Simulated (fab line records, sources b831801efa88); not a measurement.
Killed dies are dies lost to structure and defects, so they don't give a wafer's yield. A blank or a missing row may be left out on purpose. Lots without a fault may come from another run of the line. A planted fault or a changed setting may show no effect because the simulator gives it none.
fab line records | flow sfq_line
record lots=15 wafers=45 last_day=83
route steps=325 shown L0V@16 I1@75 I3@135 JJ@179
lots that met no fault: from a run of the same line without faults
start_h: hours from the record's first day to the start of the lot's first wafer shown | wait_h: hours since the lot's step before | " the same as in the row above | L1.1+2: a row that stands for several wafers | - no value, or no start given | * or withheld: withheld | < > ~ a bound
route shown NAME@n: a module of which the file shows steps, and the number in the route of the first | usual: mean/standard deviation of fault-free wafers | same: alike in all rows | chamber/n: place in a boat | sites: the reading at each site | _std_site: their standard deviation | _edge_site: outer sites' mean less inner sites' | radius_mm: how far each site lies from the wafer's centre | mask NAME#n: copy n | behind: the tool/chamber that last shaped the wafer | hold: why the lot was held/for how many hours/how that ended | device: the transistor (n, p or np) that didn't switch | end of line: the same wafers' tests at the end of the route | a step without rows: its recipe alone | killed: dies lost to structure and defects at the first sort, not the wafer's yield | map: a wafer's dies, x killed, . not, _ none there
set.NAME: the setting as run; set.NAME@STEP: as run at that earlier step | model.NAME: the simulator's own value behind a step, which no gauge read
steps of the route over a sample of lots; a table a step, a row a wafer
services: from which hour (start_h, from the record's first day; less than 0 if before it) a tool's chamber was out of use, for how many hours, and why
## steps
# step SFQ_TRILAYER_L0_CAP_PECVD_011
# recipe material=SiO2 temp_c=150 time_s=13.333 pressure_torr=2.4 rf_w=183.3 precursor=SiH4/N2O target_thk_nm=60
# usual chamber_pressure_Torr=2.400/0.0055 heater_power_outer_w=30/13 heater_power_w=81/20 throttle_valve_pct=24.1/0.97
# columns lot.wafer tool chamber start_h wait_h chamber_pressure_Torr heater_power_outer_w heater_power_w throttle_valve_pct
L727.1 pecvd-01 0 77.71 0.0 2.407 31 94 25.2
L727.4 " 0 " " 2.390 31 94 25.2
L727.6 " 1 " " 2.404 37 91 26.3
L728.1 pecvd-04 1 83.70 0.0 2.393 44 115 23.8
L728.2 " 0 " " 2.400 13 50 24.1
L728.4 " 0 " " 2.399 13 53 24.3
L730.3 pecvd-03 2 98.10 0.0 2.400 30 75 24.2
L730.4 " 2 " " 2.409 30 74 24.0
L730.5 " 1 " " 2.395 38 85 23.3
L731.4 pecvd-04 0 104.99 0.0 2.404 17 58 24.3
L731.5 " 1 " " 2.398 54 133 23.8
L731.6 " 2 " " 2.400 52 109 23.5
L732.2 pecvd-01 1 111.86 0.0 2.403 37 89 26.2
L732.3 " 0 " " 2.403 21 87 25.5
L732.5 " 2 " " 2.401 29 84 23.9
L733.3 pecvd-03 0 118.04 0.0 2.398 13 58 22.8
L733.4 " 1 " " 2.393 32 77 23.5
L733.6 " 0 " " 2.409 13 59 22.8
L735.2 pecvd-03 2 126.26 0.0 2.396 34 80 24.4
L735.3 " 0 " " 2.400 12 57 22.6
L735.6 " 2 " " 2.379 34 79 24.1
L736.1 pecvd-03 0 129.37 0.0 2.403 13 59 22.8
L736.3 " 2 " " 2.399 36 83 23.9
L736.6 " 1 " " 2.401 32 80 23.5
L739.3 pecvd-03 0 148.42 0.0 2.405 17 65 22.8
L739.5 " 0 " " 2.400 17 65 22.9
L739.6 " 1 " " 2.411 40 89 23.5
L740.2 pecvd-03 1 154.06 0.0 2.395 38 87 23.6
L740.3 " 0 " " 2.393 17 65 22.6
L740.4 " 1 " " 2.390 39 86 23.8
L744.2 pecvd-01 0 176.61 0.0 2.405 25 87 25.5
L744.4 " 0 " " 2.394 25 88 25.4
L744.6 " 2 " " 2.395 30 88 24.2
L745.2 pecvd-01 2 182.59 0.0 2.398 23 76 24.1
L745.3 " 0 " " 2.397 18 80 25.5
L745.4 " 1 " " 2.397 35 85 26.2
L746.2 pecvd-04 0 189.70 0.0 2.404 12 48 24.2
L746.3 " 0 " " 2.412 12 49 24.2
L746.5 " 1 " " 2.405 46 116 23.5
L749.1 pecvd-03 1 213.77 0.0 2.391 34 80 23.8
L749.3 " 2 " " 2.398 37 82 24.9
L749.5 " 1 " " 2.401 35 83 23.9
L750.1 pecvd-03 1 217.36 0.0 2.400 41 90 23.6
L750.3 " 0 " " 2.395 10 55 22.8
L750.4 " 0 " " 2.396 10 57 23.0
# step SFQ_TRILAYER_L0_VIA_ETCH_VIA_ETCH_016
# recipe target=SiO2 stop_on=MoNx_KI mask_material=PR chemistry=CHF3 target_depth_nm=80 source_w=500 bias_w=80 pressure_mtorr=30 time_s=withheld
# usual bias_w=79.97/0.27 drypump_motor_current_A=5.7/0.49 oes_product_au=0.844/0.0073
# columns lot.wafer tool chamber start_h wait_h bias_w drypump_motor_current_A oes_product_au
L727.1 rie_diel-02 2 151.71 0.0 79.86 5.3 0.835
L727.4 " 1 " " 79.68 5.7 0.842
L727.6 " 2 " " 80.10 5.3 0.861
L728.1 rie_diel-02 3 160.06 0.0 79.97 6.1 0.838
L728.2 " 1 " " 80.02 5.7 0.845
L728.4 " 2 " " 79.42 5.2 0.838
L730.3 rie_diel-02 0 176.99 0.0 79.61 4.8 0.847
L730.4 " 1 " " 79.98 5.7 0.862
L730.5 " 0 " " 79.73 4.8 0.861
L731.4 rie_diel-03 2 184.19 0.0 80.00 6.1 0.851
L731.5 " 3 " " 80.02 6.2 0.851
L731.6 " 0 " " 80.04 5.2 0.856
L732.2 rie_diel-02 3 192.48 0.0 80.22 6.2 0.846
L732.3 " 1 " " 79.71 5.7 0.845
L732.5 " 0 " " 79.98 4.8 0.851
L733.3 rie_diel-02 0 204.59 0.0 79.80 4.8 0.828
L733.4 " 1 " " 80.22 5.7 0.849
L733.6 " 0 " " 79.85 4.8 0.834
L735.2 rie_diel-04 2 214.64 0.0 79.86 6.2 0.843
L735.3 " 1 " " 79.42 6.3 0.838
L735.6 " 0 " " 79.33 5.4 0.857
L736.1 rie_diel-02 1 217.04 0.0 79.57 5.7 0.836
L736.3 " 0 " " 79.90 4.8 0.706
L736.6 " 3 " " 80.17 6.2 0.853
L739.3 rie_diel-03 1 231.44 0.0 79.73 5.6 0.698
L739.5 " 2 " " 80.21 6.1 0.840
L739.6 " 3 " " 79.68 6.2 0.844
L740.2 rie_diel-02 0 239.84 0.0 80.17 4.8 0.704
L740.3 " 2 " " 79.94 5.3 0.710
L740.4 " 1 " " 80.35 5.7 0.845
L744.2 rie_diel-03 3 257.38 0.0 79.35 6.1 0.839
L744.4 " 2 " " 79.87 6.1 0.843
L744.6 " 3 " " 79.80 6.2 0.841
L745.2 rie_diel-03 1 263.38 0.0 79.92 5.6 0.849
L745.3 " 3 " " 80.31 6.2 0.835
L745.4 " 0 " " 79.67 5.2 0.863
L746.2 rie_diel-02 0 271.78 0.0 79.80 4.8 0.850
L746.3 " 2 " " 80.27 5.2 0.847
L746.5 " 3 " " 79.66 6.2 0.854
L749.1 rie_diel-03 1 295.78 0.0 79.85 5.6 0.829
L749.3 " 3 " " 79.86 6.2 0.843
L749.5 " 1 " " 80.08 5.6 0.838
L750.1 rie_diel-04 1 299.38 0.0 80.08 6.2 0.835
L750.3 " 0 " " 80.07 5.4 0.831
L750.4 " 1 " " 80.35 6.2 0.842
# step SFQ_I1_BOW_MEAS_912
# recipe mode=bow
# usual I1_BOW=4/7.4
# columns lot.wafer tool chamber start_h wait_h I1_BOW[um]
L727.1 film_metro-04 - 365.44 2.5 17
L727.4 " - " " 7
L727.6 " - " " 13
L728.1 film_metro-04 - 371.44 2.0 7
L728.2 " - " " -2
L728.4 " - " " 4
L730.3 film_metro-03 - 385.15 1.5 15
L730.4 " - " " 13
L730.5 " - " " 19
L731.4 film_metro-03 - 406.42 2.6 14
L731.5 " - " " 0
L731.6 " - " " -4
L732.2 film_metro-04 - 420.11 1.5 3
L732.3 " - " " 11
L732.5 " - " " 12
L733.3 film_metro-03 - 438.15 1.0 8
L733.4 " - " " 9
L733.6 " - " " 3
L735.2 film_metro-03 - 450.13 1.5 13
L735.3 " - " " 12
L735.6 " - " " -1
L736.1 film_metro-03 - 478.90 1.0 10
L736.3 " - " " 0
L736.6 " - " " 10
L739.3 film_metro-03 - 620.29 2.5 2
L739.5 " - " " 2
L739.6 " - " " -6
L740.2 film_metro-04 - 630.03 2.0 2
L740.3 " - " " 10
L740.4 " - " " -8
L744.2 film_metro-04 - 668.07 2.5 -2
L744.4 " - " " 4
L744.6 " - " " -5
L745.2 film_metro-03 - 671.07 2.5 10
L745.3 " - " " 2
L745.4 " - " " -6
L746.2 film_metro-01 - 677.64 2.0 14
L746.3 " - " " -2
L746.5 " - " " 7
L749.1 film_metro-04 - 714.19 2.5 2
L749.3 " - " " -3
L749.5 " - " " -5
L750.1 film_metro-04 - 722.59 1.5 6
L750.3 " - " " 0
L750.4 " - " " 3
# step SFQ_I3_BOW_MEAS_922
# recipe mode=bow
# usual I3_BOW=4/7.7
# columns lot.wafer tool chamber start_h wait_h I3_BOW[um]
L727.1 film_metro-04 - 584.88 1.0 19
L727.4 " - " " 9
L727.6 " - " " 14
L728.1 film_metro-04 - 596.88 1.5 2
L728.2 " - " " -5
L728.4 " - " " 0
L730.3 film_metro-03 - 724.79 2.0 17
L730.4 " - " " 16
L730.5 " - " " 22
L731.4 film_metro-04 - 756.85 1.6 18
L731.5 " - " " 3
L731.6 " - " " 0
L732.2 film_metro-04 - 762.81 1.5 5
L732.3 " - " " 13
L732.5 " - " " 14
L733.3 film_metro-04 - 932.23 1.0 10
L733.4 " - " " 10
L733.6 " - " " 5
L735.2 film_metro-04 - 1062.85 1.0 12
L735.3 " - " " 11
L735.6 " - " " -2
L736.1 film_metro-01 - 1086.35 2.5 8
L736.3 " - " " -3
L736.6 " - " " 8
L739.3 film_metro-04 - 1095.87 2.0 4
L739.5 " - " " 5
L739.6 " - " " -4
L740.2 film_metro-03 - 1099.37 2.5 2
L740.3 " - " " 9
L740.4 " - " " -7
L744.2 film_metro-04 - 1129.37 2.0 1
L744.4 " - " " 5
L744.6 " - " " -4
L745.2 film_metro-03 - 1135.37 2.0 10
L745.3 " - " " 0
L745.4 " - " " -6
L746.2 film_metro-04 - 1137.85 1.0 14
L746.3 " - " " -1
L746.5 " - " " 8
L749.1 film_metro-04 - 1173.83 2.0 4
L749.3 " - " " 0
L749.5 " - " " -3
L750.1 film_metro-01 - 1174.35 1.0 9
L750.3 " - " " 4
L750.4 " - " " 7
# step SFQ_TRILAYER_JJ_TRILAYER_DEP_SPUTTER_109
# recipe material=Nb base_pressure_pa=1.33e-06 chamber_pressure_pa=0.1333 substrate_temp_c=20 target_thk_nm=150 power_w=2000 time_s=100
# usual throttle_valve_pct=29.8/1.1
# columns lot.wafer tool chamber start_h wait_h throttle_valve_pct
L727.1 pvd_sputter-05 - 934.95 0.0 30.0
L727.4 " - " " 30.2
L727.6 " - " " 31.2
L728.1 pvd_sputter-06 - 949.48 0.0 29.1
L728.2 " - " " 30.8
L728.4 " - " " 30.8
L730.3 pvd_sputter-04 - 1057.13 0.0 29.1
L730.4 " - " " 31.7
L730.5 " - " " 29.8
L731.4 pvd_sputter-04 - 1062.05 0.0 31.7
L731.5 " - " " 29.6
L731.6 " - " " 29.3
L732.2 pvd_sputter-04 - 1066.85 0.0 31.4
L732.3 " - " " 29.2
L732.5 " - " " 30.7
L733.3 pvd_sputter-06 - 1081.14 0.0 28.7
L733.4 " - " " 30.7
L733.6 " - " " 30.6
L735.2 pvd_sputter-06 - 1218.17 0.0 28.8
L735.3 " - " " 28.4
L735.6 " - " " 28.7
L736.1 pvd_sputter-04 - 1246.44 0.0 31.5
L736.3 " - " " 30.6
L736.6 " - " " 29.2
L739.3 pvd_sputter-06 - 1337.37 0.0 28.4
L739.5 " - " " 27.9
L739.6 " - " " 30.8
L740.2 pvd_sputter-04 - 1347.11 0.0 28.9
L740.3 " - " " 31.8
L740.4 " - " " 29.7
L744.2 pvd_sputter-05 - 1365.22 0.0 30.0
L744.4 " - " " 30.3
L744.6 " - " " 30.0
L745.2 pvd_sputter-04 - 1371.97 0.0 29.9
L745.3 " - " " 30.6
L745.4 " - " " 31.7
L746.2 pvd_sputter-05 - 1374.36 0.0 29.1
L746.3 " - " " 30.3
L746.5 " - " " 30.1
L749.1 pvd_sputter-05 - 1552.25 0.0 30.0
L749.3 " - " " 31.1
L749.5 " - " " 30.1
L750.1 pvd_sputter-04 - 1555.85 0.0 30.5
L750.3 " - " " 29.1
L750.4 " - " " 31.8
## services
# columns tool chamber start_h hours kind
rie_diel-02 2 80.40 8.7 repair
pecvd-03 - 176.44 0.4 repair
rie_diel-02 - 247.11 0.3 repair
rie_diel-02 - 313.50 2.4 repair
rie_diel-02 2 316.93 13.1 repair
rie_diel-02 3 317.40 33.7 repair
rie_diel-02 1 438.10 5.9 repair
rie_diel-02 3 477.02 2.0 repair
rie_diel-02 3 523.98 6.2 repair
rie_diel-02 - 526.03 14.6 pm
rie_diel-02 - 561.72 2.8 pm
rie_diel-02 3 565.61 5.6 repair
rie_diel-02 1 581.73 6.9 repair
pecvd-03 - 584.08 0.5 repair
rie_diel-02 - 584.12 0.3 repair
rie_diel-02 2 642.71 7.7 repair
pecvd-03 2 653.60 15.3 repair
rie_diel-02 - 673.06 0.4 repair
rie_diel-02 1 731.00 7.6 repair
rie_diel-02 1 898.81 3.8 repair
pecvd-03 2 911.28 9.6 repair
rie_diel-02 1 952.61 3.9 repair
pecvd-03 - 955.22 5.5 pm
pecvd-03 - 985.78 10.0 repair
## key
first_sign step=SFQ_TRILAYER_L0_VIA_ETCH_VIA_ETCH_016 reading=oes_product_au direction=down sigmas=19 usual=0.844 struck=0.705
effect none on later readings
met_at SFQ_TRILAYER_L0_CAP_PECVD_011
struck_lots L736,L739,L740
struck_wafers L736.3,L739.3,L740.2,L740.3
not_acting_at SFQ_I1_BOW_MEAS_912,SFQ_I3_BOW_MEAS_922,SFQ_TRILAYER_JJ_TRILAYER_DEP_SPUTTER_109
onset_between 126.26 129.37
fault kind=process_parameter_drift tool=pecvd-03 chamber=- onset_h=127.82 steps=SFQ_TRILAYER_L0_CAP_PECVD_011 channel=target_thk_nm offset=-17.432 shape=step end_h=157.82 scope=struck_wafers_only acts_in=these_recipes_only stated=60
